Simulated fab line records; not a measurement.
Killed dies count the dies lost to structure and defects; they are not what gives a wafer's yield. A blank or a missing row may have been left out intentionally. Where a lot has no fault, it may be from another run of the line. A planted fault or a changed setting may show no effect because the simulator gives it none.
fab line records ; flow gf180mcu
record: lots: 13; wafers: 39; last_day: 34
route steps=602 shown DNWELL@40 LVPWELL@64 MVSD@76 VT_IMPLANT@97
lots untouched by any fault: they come from a run of this same line in which no faults occurred
start_h: hours from the record's first day to the start of the lot's first wafer shown ; wait_h: time in hours since the lot's previous step ; " same as the row above ; L1.1+2: a single row standing in for several wafers ; - no value present, or no start provided ; * or withheld: withheld ; < > ~ a bound
route shown NAME@n: names a module that has steps shown in the file, with the first one's number in the route ; usual: mean and standard deviation over wafers with no fault ; same: alike in all rows ; chamber/n: place in a boat ; sites: each site's reading ; _std_site: standard deviation across them ; _edge_site: the outer-site mean with the inner-site mean subtracted ; radius_mm: for every site, how far away it sits from the centre of the wafer ; mask NAME#n: copy n ; behind: the last tool/chamber to shape the wafer ; hold: cause of the lot's hold/its duration in hours/its outcome ; device: names the non-switching transistor (n, p or np) ; end of line: tests of these same wafers at the route's end ; for a step that has no rows: nothing shown but its recipe ; killed: the dies lost at the first sort to structure and to defects; this is not the yield of the wafer ; map: the dies of a wafer, with x for killed, . for not killed, _ for no die there
set.NAME: the setting as run; set.NAME@STEP: as run at that earlier step ; model.NAME: the simulator's own value behind a step, which no gauge read
route steps across a sampled set of lots; one table per step, one row per wafer
services: a tool's chamber out of use, with start hour (start_h, from the record's first day; less than 0 if before it), hours out, and reason
== steps ==
step: GF_DNWELL_STRIP_08
recipe: chemistry: O2/N2; power_w: 1400; pressure_mtorr: 1500; platen_temp_c: 250; o2_flow_sccm: 3000; n2_flow_sccm: 300; overash_fraction: 0.5
usual: chamber_pressure_mTorr: 1500.1/1.4; drypump_motor_current_A: 5.6/0.33; heater_power_w: 325/25; oes_product_au: 0.722/0.0044; strip_time_to_endpoint_s: 36.98/0.099
lot.wafer;tool;chamber;start_h;wait_h;chamber_pressure_mTorr;drypump_motor_current_A;heater_power_w;oes_product_au;rf_hours_counter_h;strip_time_to_endpoint_s
L615.4;plasma_asher-03;1;43.40;0.1;1498.7;5.8;318;0.721;-;36.84
L615.5;plasma_asher-03;0;43.40;0.1;1499.8;5.9;357;0.726;-;36.92
L615.6;plasma_asher-03;1;43.40;0.1;1502.5;5.8;319;0.716;-;36.83
L616.4;plasma_asher-04;0;47.54;0.1;1500.4;5.2;306;0.726;-;36.83
L616.5;plasma_asher-04;0;47.54;0.1;1501.2;5.2;300;0.719;-;36.89
L616.6;plasma_asher-04;1;47.54;0.1;1500.2;5.3;303;0.720;-;36.93
L617.3;plasma_asher-01;1;52.25;0.1;1500.0;6.1;371;0.721;-;36.78
L617.5;plasma_asher-01;0;52.25;0.1;1502.3;5.6;304;0.726;-;36.80
L617.6;plasma_asher-01;1;52.25;0.1;1499.0;6.1;368;0.721;-;36.89
L619.1;plasma_asher-04;1;67.86;0.1;1501.1;5.2;302;0.726;37;37.03
L619.2;plasma_asher-04;0;67.86;0.1;1499.7;5.2;312;0.720;37;36.95
L619.3;plasma_asher-04;0;67.86;0.1;1502.2;5.2;311;0.726;-;36.93
L618.4;plasma_asher-03;1;67.99;0.1;1501.7;5.8;320;0.718;-;37.00
L618.5;plasma_asher-03;0;67.99;0.1;1499.3;5.9;353;0.721;-;36.87
L618.6;plasma_asher-03;1;67.99;0.1;1499.4;5.8;316;0.723;-;36.91
L620.2;plasma_asher-01;0;76.21;0.1;1499.5;5.6;290;0.723;29;36.79
L620.4;plasma_asher-01;0;76.21;0.1;1501.2;5.6;292;0.728;-;36.81
L620.5;plasma_asher-01;1;76.21;0.1;1501.8;6.1;367;0.723;-;36.96
L621.1;plasma_asher-03;0;85.41;0.1;1499.8;5.9;355;0.714;44;37.18
L621.3;plasma_asher-03;1;85.41;0.1;1500.2;5.9;318;0.723;-;37.21
L621.4;plasma_asher-03;0;85.41;0.1;1501.4;5.9;352;0.720;-;37.03
L623.2;plasma_asher-01;1;90.70;0.1;1499.0;6.1;361;0.724;31;37.04
L623.4;plasma_asher-01;0;90.70;0.1;1500.1;5.6;290;0.725;-;36.90
L623.5;plasma_asher-01;0;90.70;0.1;1497.4;5.6;300;0.719;-;36.90
L622.1;plasma_asher-03;0;90.81;0.1;1497.8;5.9;360;0.723;45;36.94
L622.4;plasma_asher-03;0;90.81;0.1;1502.5;5.9;362;0.719;-;36.91
L622.6;plasma_asher-03;0;90.81;0.1;1498.2;5.9;349;0.725;-;37.03
L625.2;plasma_asher-04;0;104.26;0.1;1500.2;5.2;316;0.726;40;36.95
L625.4;plasma_asher-04;1;104.26;0.1;1501.6;5.2;299;0.721;-;37.00
L625.6;plasma_asher-04;0;104.26;0.1;1500.1;5.2;311;0.718;-;36.91
L626.3;plasma_asher-01;1;105.85;0.1;1498.9;6.1;371;0.720;-;37.06
L626.4;plasma_asher-01;0;105.85;0.1;1498.3;5.6;296;0.724;-;37.01
L626.5;plasma_asher-01;1;105.85;0.1;1498.1;6.1;367;0.720;-;37.07
L630.2;plasma_asher-04;1;125.65;0.1;1503.3;5.2;307;0.722;43;36.95
L630.4;plasma_asher-04;0;125.65;0.1;1502.2;5.2;318;0.726;-;37.05
L630.5;plasma_asher-04;1;125.65;0.1;1501.9;5.2;303;0.720;-;36.85
L636.1;plasma_asher-04;0;154.06;0.1;1498.6;5.2;310;0.728;46;37.11
L636.4;plasma_asher-04;0;154.06;0.1;1500.3;5.2;312;0.732;-;37.06
L636.6;plasma_asher-04;1;154.06;0.1;1499.2;5.2;300;0.715;-;37.04
step: GF_LVPWELL_STRIP_10
recipe: chemistry: O2/N2; power_w: 1400; pressure_mtorr: 1500; platen_temp_c: 250; o2_flow_sccm: 3000; n2_flow_sccm: 300; overash_fraction: 0.5
usual: chamber_pressure_mTorr: 1500.0/1.4; drypump_motor_current_A: 5.6/0.59; heater_power_w: 334/35; oes_product_au: 0.723/0.0048; strip_time_to_endpoint_s: 36.97/0.096
lot.wafer;tool;chamber;start_h;wait_h;chamber_pressure_mTorr;drypump_motor_current_A;heater_power_w;oes_product_au;rf_hours_counter_h;strip_time_to_endpoint_s
L615.4;plasma_asher-04;0;68.52;0.1;1499.2;5.2;307;0.720;-;37.23
L615.5;plasma_asher-04;1;68.52;0.1;1498.3;5.2;309;0.726;-;37.22
L615.6;plasma_asher-04;0;68.52;0.1;1498.5;5.2;304;0.719;-;37.20
L616.4;plasma_asher-02;1;72.84;0.1;1498.8;6.8;391;0.721;-;36.90
L616.5;plasma_asher-02;1;72.84;0.1;1499.2;6.8;387;0.732;-;37.00
L616.6;plasma_asher-02;0;72.84;0.1;1500.6;5.4;337;0.726;-;36.82
L617.3;plasma_asher-04;0;77.39;0.1;1500.3;5.2;308;0.725;-;36.91
L617.5;plasma_asher-04;1;77.39;0.1;1502.9;5.2;304;0.723;-;37.04
L617.6;plasma_asher-04;0;77.39;0.1;1502.1;5.2;309;0.721;-;36.95
L619.1;plasma_asher-02;1;93.24;0.1;1502.6;6.8;385;0.730;45;36.97
L619.2;plasma_asher-02;0;93.24;0.1;1497.8;5.4;342;0.716;45;37.07
L619.3;plasma_asher-02;1;93.24;0.1;1499.5;6.8;389;0.719;-;37.06
L618.4;plasma_asher-01;0;93.99;0.1;1501.1;5.6;293;0.726;-;36.99
L618.5;plasma_asher-01;0;93.99;0.1;1497.3;5.6;301;0.720;-;37.03
L618.6;plasma_asher-01;1;93.99;0.1;1499.5;6.1;373;0.716;-;37.01
L620.2;plasma_asher-04;1;103.29;0.1;1498.6;5.2;309;0.719;40;36.86
L620.4;plasma_asher-04;0;103.29;0.1;1500.5;5.2;310;0.723;-;36.73
L620.5;plasma_asher-04;1;103.29;0.1;1498.1;5.2;305;0.733;-;36.86
L621.1;plasma_asher-01;0;114.49;0.1;1495.7;5.6;293;0.723;33;37.01
L621.3;plasma_asher-01;1;114.49;0.1;1499.2;6.1;358;0.721;-;37.02
L621.4;plasma_asher-01;0;114.49;0.1;1500.1;5.6;292;0.733;-;37.14
L623.2;plasma_asher-04;0;119.86;0.1;1499.5;5.2;308;0.722;42;37.08
L623.4;plasma_asher-04;1;119.86;0.1;1498.1;5.3;304;0.719;-;37.06
L623.5;plasma_asher-04;0;119.86;0.1;1499.8;5.2;313;0.719;-;36.97
L622.1;plasma_asher-01;1;120.39;0.1;1499.7;6.1;371;0.719;34;37.11
L622.4;plasma_asher-01;1;120.39;0.1;1499.9;6.1;364;0.719;-;37.11
L622.6;plasma_asher-01;0;120.39;0.1;1500.0;5.6;302;0.722;-;36.98
L625.2;plasma_asher-04;1;134.44;0.1;1500.0;5.3;305;0.719;44;37.04
L625.4;plasma_asher-04;0;134.44;0.1;1500.9;5.2;308;0.727;-;36.99
L625.6;plasma_asher-04;1;134.44;0.1;1500.0;5.3;301;0.726;-;36.91
L626.3;plasma_asher-02;1;136.33;0.1;1499.7;6.8;383;0.720;-;36.80
L626.4;plasma_asher-02;0;136.33;0.1;1499.4;5.4;339;0.719;-;36.83
L626.5;plasma_asher-02;1;136.33;0.1;1500.5;6.8;398;0.714;-;36.87
L630.2;plasma_asher-04;0;156.34;0.1;1498.8;5.2;314;0.941;47;-
L630.4;plasma_asher-04;0;156.34;0.1;1501.7;5.2;317;0.947;-;-
L630.5;plasma_asher-04;1;156.34;0.1;1499.5;5.2;299;0.940;-;-
L636.1;plasma_asher-02;1;187.34;0.1;1502.2;6.8;399;0.726;56;37.03
L636.4;plasma_asher-02;1;187.34;0.1;1500.5;6.7;383;0.724;-;37.06
L636.6;plasma_asher-02;1;187.34;0.1;1498.2;6.7;391;0.721;-;37.04
step: GF_MVSD_STRIP_10
recipe: chemistry: O2/N2; power_w: 1400; pressure_mtorr: 1500; platen_temp_c: 250; o2_flow_sccm: 3000; n2_flow_sccm: 300; overash_fraction: 0.5
usual: chamber_pressure_mTorr: 1499.8/1.4; drypump_motor_current_A: 5.9/0.57; heater_power_w: 346/30; oes_product_au: 0.723/0.005; strip_time_to_endpoint_s: 36.99/0.12
lot.wafer;tool;chamber;start_h;wait_h;chamber_pressure_mTorr;drypump_motor_current_A;heater_power_w;oes_product_au;rf_hours_counter_h;strip_time_to_endpoint_s
L615.4;plasma_asher-02;1;81.64;0.1;1500.5;6.7;394;0.720;-;37.01
L615.5;plasma_asher-02;0;81.64;0.1;1499.4;5.4;350;0.722;-;37.03
L615.6;plasma_asher-02;1;81.64;0.1;1498.7;6.7;386;0.729;-;37.04
L616.4;plasma_asher-02;0;85.87;0.1;1498.4;5.4;345;0.723;-;37.01
L616.5;plasma_asher-02;1;85.87;0.1;1498.5;6.8;379;0.728;-;36.96
L616.6;plasma_asher-02;0;85.87;0.1;1500.5;5.4;356;0.725;-;37.10
L617.3;plasma_asher-03;1;90.57;0.1;1498.2;5.8;314;0.715;-;36.97
L617.5;plasma_asher-03;1;90.57;0.1;1499.6;5.8;320;0.728;-;37.05
L617.6;plasma_asher-03;0;90.57;0.1;1498.9;5.9;347;0.725;-;37.06
L619.1;plasma_asher-04;0;107.76;0.1;1501.8;5.2;311;0.732;40;36.83
L619.2;plasma_asher-04;1;107.76;0.1;1499.9;5.2;299;0.719;40;36.88
L619.3;plasma_asher-04;0;107.76;0.1;1500.6;5.2;301;0.729;-;36.96
L618.4;plasma_asher-02;1;108.49;0.1;1500.1;6.8;387;0.724;-;36.85
L618.5;plasma_asher-02;0;108.49;0.1;1499.6;5.4;344;0.731;-;36.88
L618.6;plasma_asher-02;1;108.49;0.1;1500.3;6.8;393;0.720;-;36.88
L620.2;plasma_asher-02;1;117.59;0.1;1498.7;6.8;387;0.726;47;36.90
L620.4;plasma_asher-02;0;117.59;0.1;1499.9;5.4;351;0.728;-;36.85
L620.5;plasma_asher-02;1;117.59;0.1;1497.8;6.8;381;0.728;-;36.91
L621.1;plasma_asher-02;1;129.34;0.1;1501.7;6.8;400;0.713;49;36.76
L621.3;plasma_asher-02;0;129.34;0.1;1501.2;5.4;346;0.723;-;36.92
L621.4;plasma_asher-02;1;129.34;0.1;1498.9;6.8;387;0.731;-;36.93
L623.2;plasma_asher-04;1;135.16;0.1;1500.2;5.2;300;0.719;44;36.86
L623.4;plasma_asher-04;1;135.16;0.1;1500.4;5.2;302;0.721;-;36.83
L623.5;plasma_asher-04;1;135.16;0.1;1500.9;5.2;306;0.718;-;36.90
L622.1;plasma_asher-02;0;135.54;0.1;1501.5;5.4;346;0.719;50;36.95
L622.4;plasma_asher-02;1;135.54;0.1;1499.3;6.8;387;0.719;-;37.03
L622.6;plasma_asher-02;1;135.54;0.1;1501.6;6.8;395;0.726;-;37.08
L625.2;plasma_asher-04;0;149.84;0.1;1501.9;5.2;300;0.719;46;37.00
L625.4;plasma_asher-04;1;149.84;0.1;1499.5;5.2;304;0.736;-;37.00
L625.6;plasma_asher-04;0;149.84;0.1;1498.4;5.2;309;0.718;-;37.10
L626.3;plasma_asher-03;1;152.17;0.1;1498.6;5.9;335;0.724;-;37.09
L626.4;plasma_asher-03;0;152.17;0.1;1499.3;5.9;351;0.726;-;37.08
L626.5;plasma_asher-03;1;152.17;0.1;1501.3;5.9;324;0.720;-;37.12
L630.2;plasma_asher-03;0;172.25;0.1;1498.2;5.9;350;0.733;8;58.14
L630.4;plasma_asher-03;1;172.25;0.1;1499.6;5.8;323;0.732;-;58.00
L630.5;plasma_asher-03;1;172.25;0.1;1501.0;5.8;324;0.728;-;58.15
L636.1;plasma_asher-03;0;204.31;0.1;1500.9;5.9;356;0.733;11;36.73
L636.4;plasma_asher-03;1;204.31;0.1;1501.2;5.9;317;0.719;-;36.81
L636.6;plasma_asher-03;0;204.31;0.1;1500.9;5.9;349;0.723;-;36.81
step: GF_MVSD_TW_MEAS_11
usual: MVSD_TW: 1573/20
lot.wafer;tool;chamber;start_h;wait_h;MVSD_TW
L615.4;film_metro-03;-;81.74;0.1;1589
L615.5;film_metro-03;-;81.74;0.1;1593
L615.6;film_metro-03;-;81.74;0.1;1590
L616.4;film_metro-04;-;85.97;0.1;1576
L616.5;film_metro-04;-;85.97;0.1;1574
L616.6;film_metro-04;-;85.97;0.1;1583
L617.3;film_metro-03;-;90.66;0.1;1589
L617.5;film_metro-03;-;90.66;0.1;1585
L617.6;film_metro-03;-;90.66;0.1;1584
L619.1;film_metro-03;-;107.86;0.1;1585
L619.2;film_metro-03;-;107.86;0.1;1587
L619.3;film_metro-03;-;107.86;0.1;1580
L618.4;film_metro-03;-;108.59;0.1;1578
L618.5;film_metro-03;-;108.59;0.1;1578
L618.6;film_metro-03;-;108.59;0.1;1583
L620.2;film_metro-04;-;117.70;0.1;1568
L620.4;film_metro-04;-;117.70;0.1;1572
L620.5;film_metro-04;-;117.70;0.1;1580
L621.1;film_metro-04;-;129.44;0.1;1575
L621.3;film_metro-04;-;129.44;0.1;1577
L621.4;film_metro-04;-;129.44;0.1;1572
L623.2;film_metro-01;-;135.27;0.1;1551
L623.4;film_metro-01;-;135.27;0.1;1543
L623.5;film_metro-01;-;135.27;0.1;1553
L622.1;film_metro-01;-;135.64;0.1;1551
L622.4;film_metro-01;-;135.64;0.1;1547
L622.6;film_metro-01;-;135.64;0.1;1553
L625.2;film_metro-03;-;149.95;0.1;1586
L625.4;film_metro-03;-;149.95;0.1;1590
L625.6;film_metro-03;-;149.95;0.1;1589
L626.3;film_metro-03;-;152.26;0.1;1584
L626.4;film_metro-03;-;152.26;0.1;1605
L626.5;film_metro-03;-;152.26;0.1;1591
L630.2;film_metro-01;-;172.36;0.1;29
L630.4;film_metro-01;-;172.36;0.1;29
L630.5;film_metro-01;-;172.36;0.1;29
L636.1;film_metro-01;-;204.41;0.1;1536
L636.4;film_metro-01;-;204.41;0.1;1545
L636.6;film_metro-01;-;204.41;0.1;1541
step: GF_VT_IMPLANT_OVL_MEAS_07
usual: VT_IMPLANT_OVL: -0.8/1.3
lot.wafer;tool;chamber;start_h;wait_h;VT_IMPLANT_OVL[nm]
L615.4;overlay-02;-;108.33;0.1;-2.2
L615.5;overlay-02;-;108.33;0.1;-1.5
L615.6;overlay-02;-;108.33;0.1;0.0
L616.4;overlay-02;-;114.33;0.1;-3.2
L616.5;overlay-02;-;114.33;0.1;-2.0
L616.6;overlay-02;-;114.33;0.1;-1.7
L617.3;overlay-02;-;119.57;0.1;-1.8
L617.5;overlay-02;-;119.57;0.1;-0.7
L617.6;overlay-02;-;119.57;0.1;0.4
L619.1;overlay-02;-;137.81;0.1;-0.7
L619.2;overlay-02;-;137.81;0.1;-1.0
L619.3;overlay-02;-;137.81;0.1;-0.3
L618.4;overlay-02;-;138.24;0.1;-2.2
L618.5;overlay-02;-;138.24;0.1;-3.0
L618.6;overlay-02;-;138.24;0.1;-3.3
L620.2;overlay-01;-;148.46;0.1;-2.4
L620.4;overlay-01;-;148.46;0.1;-0.2
L620.5;overlay-01;-;148.46;0.1;-0.8
L621.1;overlay-02;-;160.57;0.1;0.9
L621.3;overlay-02;-;160.57;0.1;-0.4
L621.4;overlay-02;-;160.57;0.1;-0.6
L623.2;overlay-01;-;166.41;0.1;2.1
L623.4;overlay-01;-;166.41;0.1;0.8
L623.5;overlay-01;-;166.41;0.1;1.6
L622.1;overlay-02;-;166.71;0.1;0.1
L622.4;overlay-02;-;166.71;0.1;-2.2
L622.6;overlay-02;-;166.71;0.1;-1.4
L625.2;overlay-01;-;182.16;0.1;1.6
L625.4;overlay-01;-;182.16;0.1;1.6
L625.6;overlay-01;-;182.16;0.1;1.7
L626.3;overlay-01;-;184.97;0.1;-4.4
L626.4;overlay-01;-;184.97;0.1;-1.0
L626.5;overlay-01;-;184.97;0.1;-0.5
L630.2;overlay-02;-;205.97;0.1;-1.0
L630.4;overlay-02;-;205.97;0.1;0.2
L630.5;overlay-02;-;205.97;0.1;0.2
L636.1;overlay-01;-;239.91;0.1;-1.1
L636.4;overlay-01;-;239.91;0.1;-0.6
L636.6;overlay-01;-;239.91;0.1;-0.5
step: GF_VT_IMPLANT_STRIP_20
recipe: chemistry: O2/N2; power_w: 1400; pressure_mtorr: 1500; platen_temp_c: 250; o2_flow_sccm: 3000; n2_flow_sccm: 300; overash_fraction: 0.5
usual: chamber_pressure_mTorr: 1500.0/1.4; drypump_motor_current_A: 5.9/0.47; heater_power_w: 348/30; oes_product_au: 0.715/0.0045; strip_time_to_endpoint_s: 12.62/0.035
lot.wafer;tool;chamber;start_h;wait_h;chamber_pressure_mTorr;drypump_motor_current_A;heater_power_w;oes_product_au;rf_hours_counter_h;strip_time_to_endpoint_s
L615.4;plasma_asher-02;1;122.28;0.1;1500.0;6.8;392;0.720;-;12.60
L615.5;plasma_asher-02;0;122.28;0.1;1499.6;5.4;349;0.719;-;12.62
L615.6;plasma_asher-02;1;122.28;0.1;1500.7;6.8;377;0.719;-;12.62
L616.4;plasma_asher-03;1;129.18;0.1;1500.2;5.8;320;0.714;-;12.58
L616.5;plasma_asher-03;0;129.18;0.1;1499.8;5.9;351;0.717;-;12.63
L616.6;plasma_asher-03;1;129.18;0.1;1500.8;5.8;326;0.714;-;12.61
L617.3;plasma_asher-03;1;134.53;0.1;1499.2;5.8;331;0.710;-;12.62
L617.5;plasma_asher-03;1;134.53;0.1;1500.3;5.8;330;0.713;-;12.59
L617.6;plasma_asher-03;0;134.53;0.1;1500.5;5.9;341;0.712;-;12.59
L619.1;plasma_asher-03;1;153.74;0.1;1501.4;5.8;316;0.717;5;12.64
L619.2;plasma_asher-03;0;153.74;0.1;1501.3;5.9;353;0.716;5;12.60
L619.3;plasma_asher-03;0;153.74;0.1;1498.4;5.9;339;0.714;-;12.64
L618.4;plasma_asher-02;0;154.28;0.1;1499.1;5.4;351;0.711;-;12.59
L618.5;plasma_asher-02;0;154.28;0.1;1501.8;5.4;347;0.716;-;12.53
L618.6;plasma_asher-02;1;154.28;0.1;1500.2;6.8;383;0.721;-;12.61
L620.2;plasma_asher-03;1;163.65;0.1;1499.3;5.9;316;0.704;6;12.60
L620.4;plasma_asher-03;1;163.65;0.1;1500.0;5.8;323;0.720;-;12.63
L620.5;plasma_asher-03;0;163.65;0.1;1501.5;5.9;354;0.716;-;12.57
L621.1;plasma_asher-02;1;177.26;0.1;1498.8;6.8;395;0.711;55;12.69
L621.3;plasma_asher-02;0;177.26;0.1;1497.6;5.4;356;0.716;-;12.67
L621.4;plasma_asher-02;1;177.26;0.1;1499.7;6.8;380;0.717;-;12.66
L623.2;plasma_asher-02;0;182.41;0.1;1500.1;5.4;335;0.717;56;12.63
L623.4;plasma_asher-02;0;182.41;0.1;1497.9;5.4;349;0.708;-;12.63
L623.5;plasma_asher-02;0;182.41;0.1;1498.9;5.4;342;0.713;-;12.66
L622.1;plasma_asher-03;0;183.34;0.1;1498.4;5.9;348;0.714;9;12.56
L622.4;plasma_asher-03;1;183.34;0.1;1499.2;5.8;327;0.717;-;12.60
L622.6;plasma_asher-03;1;183.34;0.1;1498.3;5.8;323;0.713;-;12.59
L625.2;plasma_asher-01;0;198.90;0.1;1499.2;5.6;299;0.714;37;12.63
L625.4;plasma_asher-01;1;198.90;0.1;1500.1;6.1;373;0.720;-;12.63
L625.6;plasma_asher-01;0;198.90;0.1;1500.3;5.6;301;0.706;-;12.58
L626.3;plasma_asher-01;1;201.49;0.1;1500.3;6.1;367;0.709;-;12.65
L626.4;plasma_asher-01;0;201.49;0.1;1498.8;5.6;300;0.710;-;12.61
L626.5;plasma_asher-01;1;201.49;0.1;1500.5;6.1;372;0.716;-;12.64
L630.2;plasma_asher-02;0;225.01;0.1;1499.3;5.4;344;0.711;60;12.59
L630.4;plasma_asher-02;0;225.01;0.1;1500.9;5.4;344;0.711;-;12.60
L630.5;plasma_asher-02;1;225.01;0.1;1499.9;6.8;380;0.713;-;12.61
L636.1;plasma_asher-03;0;259.10;0.1;1501.8;5.9;352;0.720;17;12.69
L636.4;plasma_asher-03;0;259.10;0.1;1498.8;5.9;346;0.712;-;12.65
L636.6;plasma_asher-03;0;259.10;0.1;1499.8;5.9;354;0.716;-;12.66
== services ==
tool;chamber;start_h;hours;kind
plasma_asher-01;-;37.97;2.3;repair
plasma_asher-01;-;40.35;9.8;repair
plasma_asher-03;-;46.59;4.1;repair
plasma_asher-02;-;51.21;2.8;repair
plasma_asher-04;-;61.05;2.8;pm
plasma_asher-02;-;73.50;2.8;pm
plasma_asher-04;-;85.24;10.1;repair
plasma_asher-01;-;96.24;3.6;repair
plasma_asher-03;-;108.75;9.0;pm
plasma_asher-03;0;108.75;9.0;vent_cycle
plasma_asher-03;1;108.75;9.0;vent_cycle
plasma_asher-03;0;117.75;-;clean
plasma_asher-03;1;117.75;-;clean
plasma_asher-01;-;121.85;53.3;repair
plasma_asher-03;-;129.35;1.6;repair
plasma_asher-01;-;245.61;0.8;repair
plasma_asher-04;-;246.49;1.4;repair
== key ==
first_sign: step: GF_LVPWELL_STRIP_10; reading: oes_product_au; direction: up; sigmas: 46; usual: 0.723; struck: 0.943
effect: step: GF_MVSD_STRIP_10; reading: strip_time_to_endpoint_s; direction: up; sigmas: 99+; usual: *; struck: *
effect: step: GF_MVSD_TW_MEAS_11; reading: MVSD_TW; direction: down; sigmas: 77; usual: 1573; struck: 29
met_at GF_LVPWELL_STRIP_10
struck_lots L630
sort_left_out L630.2,L630.4,L630.5
tester_left_out L630
not_acting_at GF_DNWELL_STRIP_08,GF_VT_IMPLANT_OVL_MEAS_07,GF_VT_IMPLANT_STRIP_20
onset_between 134.44 156.34
fault: kind: strip_aborted; tool: plasma_asher-04; chamber: -; onset_h: 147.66; steps: GF_LVPWELL_STRIP_10; offset: 0.71597; end_h: 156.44
tester_left_out: of these lots the tester's yield and bins aren't shown, on N5 and GAA mostly nor the transistor test; their killed dies are dies lost to structure and defects alone, not to doping, threshold or leakage, so they don't give the yield
sort_left_out: the simulated sort isn't trusted on such a fault, so these wafers' sort isn't shown, and their yield isn't known
